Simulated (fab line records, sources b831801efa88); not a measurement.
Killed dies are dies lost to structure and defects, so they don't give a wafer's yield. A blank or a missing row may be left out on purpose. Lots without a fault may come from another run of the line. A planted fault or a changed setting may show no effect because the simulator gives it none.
Chamber matching | flow gf180mcu | GF_V5_CMP_26 on cmp-02: 3 sister chambers
The step polishes, stops on SiO2, t overpolish 15 s, target thk 0 nm. 3 wafers are shown with their chamber, then 4 later ones without.

WAFERS WITH THEIR CHAMBER
wafer  | chamber | motor_current_A (A)
L320.5 | 2       | 11.3
L325.2 | 3       | 9.6
L325.5 | 0       | 13.9

WAFERS WITHOUT THEIR CHAMBER
wafer  | motor_current_A (A)
L335.2 | 9.4
L335.4 | 11.7
L336.3 | 10.0
L336.6 | 10.4

WHICH CHAMBER EACH WENT THROUGH
wafer  | from the rows above     | in truth
L335.2 | 3                       | 3
L335.4 | 2                       | 2
L336.3 | can't be placed: 3 or 2 | 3
L336.6 | can't be placed: 3 or 2 | 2
Placed correctly: 2 of 4. Can't be placed from these rows: 2 (the true chamber is among the candidates in 2). Placed wrongly: 0.
How it was worked out, from the rows above alone: a wafer's distance from a chamber is the root of the sum, over the readings, of the square of ((its reading less the chamber's mean) divided by the reading's scatter). The wafer belongs to the nearest chamber; if the next one is less than 2 further off, it can't be placed. A chamber's mean is the mean of its shown wafers. The scatter: with one shown wafer a chamber, the root of the mean of the squares of how far each hidden wafer lies from its nearest shown one.
